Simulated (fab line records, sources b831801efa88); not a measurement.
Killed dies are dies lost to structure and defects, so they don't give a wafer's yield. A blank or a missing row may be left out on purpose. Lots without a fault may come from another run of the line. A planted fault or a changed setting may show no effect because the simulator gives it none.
Which tool did it? | flow sky130 | 24 lots, 72 wafers sampled, at 6 steps of a route of 708

WHAT THE GAUGES READ, wafer by wafer
SKY_CONTACT_THK_MEAS_26: measures by xrf. Usual: CONTACT_W_THK 348 nm, standard deviation 6.1.
lot  | measured     | on            | CONTACT_W_THK (nm) | flag
L074 | day 31 12:40 | film_metro-02 | 351 348 356        |
L077 | day 32 02:04 | film_metro-01 | 356 349 351        |
L075 | day 32 03:16 | film_metro-04 | 353 352 347        |
L076 | day 32 08:01 | film_metro-01 | 343 342 354        |
L078 | day 32 12:22 | film_metro-01 | 343 342 348        |
L079 | day 32 15:34 | film_metro-01 | 340 351 343        |
L080 | day 33 08:44 | film_metro-01 | 349 349 359        |
L081 | day 33 23:05 | film_metro-01 | 360 358 345        |
L082 | day 34 00:29 | film_metro-01 | 344 349 344        |
L083 | day 34 07:42 | film_metro-02 | 344 356 342        |
L084 | day 34 19:14 | film_metro-02 | 359 355 340        |
L085 | day 35 16:29 | film_metro-04 | 354 345 352        |
L086 | day 35 20:18 | film_metro-04 | 358 344 346        |
L087 | day 35 21:16 | film_metro-04 | 348 342 353        |
L088 | day 36 02:16 | film_metro-01 | 337 335 337        |
L089 | day 36 08:16 | film_metro-04 | 338 342 351        |
L090 | day 36 19:49 | film_metro-01 | 349 346 345        |
L091 | day 36 23:07 | film_metro-02 | 358 349 357        |
L092 | day 37 01:39 | film_metro-01 | 334 342 335        |
L093 | day 37 11:24 | film_metro-01 | 345 344 347        |
L094 | day 38 04:34 | film_metro-04 | 341 346 349        |
L095 | day 38 06:20 | film_metro-01 | 346 344 342        |
L096 | day 38 14:08 | film_metro-01 | 355 345 355        |
L097 | day 39 02:29 | film_metro-02 | 340 344 341        |

SKY_VIA1_OVL_MEAS_13. Usual: VIA1_OVL 2 nm, standard deviation 5.6.
lot  | measured     | on         | VIA1_OVL (nm) | flag
L074 | day 33 18:35 | overlay-01 | 2 -2 5        |
L077 | day 34 07:56 | overlay-01 | -2 -7 1       |
L075 | day 34 10:43 | overlay-02 | -3 2 7        |
L076 | day 34 14:20 | overlay-02 | 1 8 -7        |
L078 | day 34 19:20 | overlay-02 | 12 9 8        |
L079 | day 34 22:25 | overlay-02 | -2 -7 -3      |
L080 | day 35 15:46 | overlay-01 | 6 1 3         |
L081 | day 36 06:21 | overlay-01 | 5 13 -3       |
L082 | day 36 08:20 | overlay-01 | -2 5 9        |
L083 | day 36 15:12 | overlay-01 | 0 1 6         |
L084 | day 37 03:09 | overlay-01 | -3 6 4        |
L085 | day 38 00:35 | overlay-02 | 4 -1 -7       |
L086 | day 38 04:56 | overlay-02 | 12 13 12      |
L087 | day 38 05:37 | overlay-01 | -5 2 -2       |
L088 | day 38 10:17 | overlay-01 | -1 4 7        |
L089 | day 38 15:41 | overlay-02 | 4 1 10        |
L090 | day 39 03:25 | overlay-01 | 0 -5 -10      |
L091 | day 39 06:16 | overlay-01 | 4 5 -1        |
L092 | day 39 09:52 | overlay-01 | 9 -1 0        |
L093 | day 39 17:58 | overlay-01 | 2 9 -1        |
L094 | day 40 10:46 | overlay-02 | 8 11 -8       |
L095 | day 40 11:45 | overlay-01 | -2 6 5        |
L096 | day 40 18:17 | overlay-02 | 10 -3 -1      |
L097 | day 41 06:08 | overlay-02 | 6 14 6        |

SKY_METAL2_RS_MEAS_05: measures by four-point-probe. Usual: METAL2_ALCU_RS 0.1271 ohm/sq, standard deviation 0.0019.
lot  | measured     | on            | METAL2_ALCU_RS (ohm/sq) | flag
L074 | day 33 20:06 | film_metro-01 | 0.1288 0.1253 0.1301    |
L077 | day 34 09:28 | film_metro-03 | 0.1272 0.1272 0.1261    |
L075 | day 34 12:18 | film_metro-04 | 0.1241 0.1239 0.1242    |
L076 | day 34 16:04 | film_metro-01 | 0.1262 0.1268 0.1265    |
L078 | day 34 20:52 | film_metro-03 | 0.1274 0.1254 0.1271    |
L079 | day 34 23:56 | film_metro-04 | 0.1239 0.1259 0.1245    |
L080 | day 35 17:17 | film_metro-01 | 0.1290 0.1285 0.1288    |
L081 | day 36 07:52 | film_metro-01 | 0.1259 0.1268 0.1260    |
L082 | day 36 09:50 | film_metro-01 | 0.1234 0.1241 0.1266    |
L083 | day 36 17:12 | film_metro-03 | 0.1297 0.1279 0.1287    |
L084 | day 37 04:41 | film_metro-03 | 0.1268 0.1287 0.1278    |
L085 | day 38 02:06 | film_metro-01 | 0.1320 0.1298 0.1306    |
L086 | day 38 06:26 | film_metro-03 | 0.1270 0.1295 0.1286    |
L087 | day 38 07:06 | film_metro-03 | 0.1268 0.1254 0.1279    |
L088 | day 38 11:48 | film_metro-01 | 0.1253 0.1270 0.1246    |
L089 | day 38 17:11 | film_metro-03 | 0.1286 0.1272 0.1302    |
L090 | day 39 04:55 | film_metro-03 | 0.1276 0.1261 0.1247    |
L091 | day 39 07:46 | film_metro-01 | 0.1265 0.1296 0.1300    |
L092 | day 39 11:21 | film_metro-03 | 0.1296 0.1287 0.1288    |
L093 | day 39 19:29 | film_metro-01 | 0.1285 0.1248 0.1265    |
L094 | day 40 12:28 | film_metro-01 | 0.1256 0.1239 0.1232    |
L095 | day 40 13:17 | film_metro-04 | 0.1264 0.1265 0.1260    |
L096 | day 40 19:49 | film_metro-03 | 0.1288 0.1306 0.1286    |
L097 | day 41 07:38 | film_metro-04 | 0.1252 0.1258 0.1277    |

SKY_VIA2_RS_MEAS_22: measures by four-point-probe. Usual: VIA2_W_RS 0.275 ohm/sq, standard deviation 0.0041.
lot  | measured     | on            | VIA2_W_RS (ohm/sq) | flag
L074 | day 36 05:01 | film_metro-01 | 0.270 0.268 0.276  |
L077 | day 36 18:30 | film_metro-04 | 0.270 0.273 0.276  |
L075 | day 36 20:11 | film_metro-04 | 0.273 0.277 0.279  |
L076 | day 37 00:13 | film_metro-02 | 0.274 0.272 0.271  |
L078 | day 37 05:09 | film_metro-01 | 0.274 0.270 0.273  |
L079 | day 37 08:07 | film_metro-01 | 0.273 0.268 0.270  |
L080 | day 38 02:03 | film_metro-02 | 0.277 0.279 0.268  |
L081 | day 38 15:55 | film_metro-02 | 0.279 0.271 0.277  |
L082 | day 38 18:25 | film_metro-01 | 0.278 0.278 0.278  |
L083 | day 39 01:14 | film_metro-01 | 0.277 0.276 0.276  |
L084 | day 39 13:30 | film_metro-01 | 0.276 0.272 0.277  |
L085 | day 40 08:52 | film_metro-02 | 0.277 0.272 0.276  |
L086 | day 40 12:53 | film_metro-01 | 0.268 0.266 0.274  |
L087 | day 40 13:44 | film_metro-02 | 0.282 0.283 0.283  |
L088 | day 40 17:42 | film_metro-01 | 0.276 0.275 0.272  |
L089 | day 40 21:43 | film_metro-04 | 0.279 0.277 0.276  |
L090 | day 41 07:41 | film_metro-01 | 0.271 0.280 0.269  |
L091 | day 41 10:55 | film_metro-01 | 0.276 0.275 0.276  |
L092 | day 41 15:12 | film_metro-01 | 0.274 0.273 0.270  |
L093 | day 41 22:10 | film_metro-01 | 0.277 0.278 0.275  |
L094 | day 42 14:12 | film_metro-02 | 0.278 0.277 0.278  |
L095 | day 42 15:25 | film_metro-04 | 0.273 0.279 0.273  |
L096 | day 42 21:40 | film_metro-01 | 0.280 0.282 0.281  |
L097 | day 43 08:59 | film_metro-02 | 0.276 0.276 0.277  |

SKY_CAPM_THK_MEAS_04: measures by xrf. Usual: CAPM_TIN_THK 199.7 nm, standard deviation 2.5.
lot  | measured     | on            | CAPM_TIN_THK (nm) | flag
L074 | day 36 05:56 | film_metro-01 | 201.2 198.1 198.0 |
L077 | day 36 19:26 | film_metro-01 | 200.5 201.5 197.6 |
L075 | day 36 21:08 | film_metro-03 | 198.2 202.7 200.2 |
L076 | day 37 01:08 | film_metro-01 | 198.1 195.3 193.7 |
L078 | day 37 06:05 | film_metro-03 | 201.1 201.5 198.1 |
L079 | day 37 09:03 | film_metro-02 | 202.1 202.8 203.6 |
L080 | day 38 02:59 | film_metro-03 | 198.5 201.0 198.4 |
L081 | day 38 16:51 | film_metro-01 | 197.0 197.3 196.6 |
L082 | day 38 19:21 | film_metro-01 | 197.5 199.1 200.5 |
L083 | day 39 02:19 | film_metro-01 | 197.2 197.7 197.7 |
L084 | day 39 14:26 | film_metro-02 | 201.8 199.5 204.5 |
L085 | day 40 09:47 | film_metro-01 | 198.6 197.4 197.7 |
L086 | day 40 13:50 | film_metro-03 | 203.4 200.1 206.1 |
L087 | day 40 14:41 | film_metro-03 | 200.1 200.0 199.6 |
L088 | day 40 18:38 | film_metro-03 | 202.7 204.7 203.2 |
L089 | day 40 22:39 | film_metro-01 | 199.5 200.4 202.2 |
L090 | day 41 08:38 | film_metro-01 | 197.2 200.6 199.0 |
L091 | day 41 11:51 | film_metro-03 | 198.2 201.4 199.1 |
L092 | day 41 16:08 | film_metro-02 | 201.5 199.4 198.9 |
L093 | day 41 23:06 | film_metro-01 | 198.6 203.4 197.9 |
L094 | day 42 15:08 | film_metro-01 | 203.2 201.6 199.8 |
L095 | day 42 16:21 | film_metro-02 | 200.0 203.7 198.6 |
L096 | day 42 22:35 | film_metro-01 | 201.7 197.1 197.6 |
L097 | day 43 09:56 | film_metro-01 | 195.5 196.0 194.3 |

WHICH TOOL RAN EACH LOT (tool, then ch and the chambers of the sampled wafers, then the start)
lot  | SKY_METAL2_SPUTTER_04
L074 | pvd_sputter-02, day 33 20:02
L077 | pvd_sputter-03, day 34 09:25
L075 | pvd_sputter-03, day 34 12:15
L076 | pvd_sputter-03, day 34 15:59
L078 | pvd_sputter-03, day 34 20:48
L079 | pvd_sputter-03, day 34 23:53
L080 | pvd_sputter-02, day 35 17:14
L081 | pvd_sputter-03, day 36 07:47
L082 | pvd_sputter-02, day 36 09:46
L083 | pvd_sputter-04, day 36 17:07
L084 | pvd_sputter-04, day 37 04:37
L085 | pvd_sputter-04, day 38 02:01
L086 | pvd_sputter-02, day 38 06:23
L087 | pvd_sputter-03, day 38 07:03
L088 | pvd_sputter-02, day 38 11:45
L089 | pvd_sputter-03, day 38 17:07
L090 | pvd_sputter-02, day 39 04:52
L091 | pvd_sputter-02, day 39 07:42
L092 | pvd_sputter-04, day 39 11:18
L093 | pvd_sputter-04, day 39 19:26
L094 | pvd_sputter-04, day 40 12:25
L095 | pvd_sputter-04, day 40 13:12
L096 | pvd_sputter-04, day 40 19:44
L097 | pvd_sputter-03, day 41 07:34
- SKY_METAL2_SPUTTER_04: material TiN, target thk 70 nm, time 58.3 s.

WHAT THE TOOLS THEMSELVES READ (means of the sampled wafers that have a number; where no wafer has one, the mark that the record gives instead)
SKY_METAL2_SPUTTER_04. Usual: throttle_valve_pct 29.6 %, standard deviation 0.97.
lot  | tool           | throttle_valve_pct (%) | flag
L074 | pvd_sputter-02 | 31.1                   |
L077 | pvd_sputter-03 | 28.6                   |
L075 | pvd_sputter-03 | 28.8                   |
L076 | pvd_sputter-03 | 28.9                   |
L078 | pvd_sputter-03 | 28.8                   |
L079 | pvd_sputter-03 | 28.7                   |
L080 | pvd_sputter-02 | 31.1                   |
L081 | pvd_sputter-03 | 28.8                   |
L082 | pvd_sputter-02 | 31.0                   |
L083 | pvd_sputter-04 | 29.2                   |
L084 | pvd_sputter-04 | 29.7                   |
L085 | pvd_sputter-04 | 29.7                   |
L086 | pvd_sputter-02 | 30.4                   |
L087 | pvd_sputter-03 | 28.8                   |
L088 | pvd_sputter-02 | 31.0                   |
L089 | pvd_sputter-03 | 28.8                   |
L090 | pvd_sputter-02 | 30.7                   |
L091 | pvd_sputter-02 | 30.5                   |
L092 | pvd_sputter-04 | 28.9                   |
L093 | pvd_sputter-04 | 29.7                   |
L094 | pvd_sputter-04 | 29.4                   |
L095 | pvd_sputter-04 | 29.6                   |
L096 | pvd_sputter-04 | 29.0                   |
L097 | pvd_sputter-03 | 28.8                   |

THE ANSWER, worked out from the rows above alone
Rule: a lot is off if the mean of its wafers that have a number lies more than 3 standard deviations from the usual mean. A lot without any number at a reading at which 4 lots or more have one is off too. The other lots that the step has rows for count as sound. The gauges are gone through in route order, then the tools' own readings, and for those a lot's mean is taken as printed above. The first step at which some lot is off is used, and at that step the reading that is off furthest; a lot without a number counts as furthest.
No lot is off at any reading shown: from this, nothing can be told.

WHAT THE SIMULATOR HAD PUT IN
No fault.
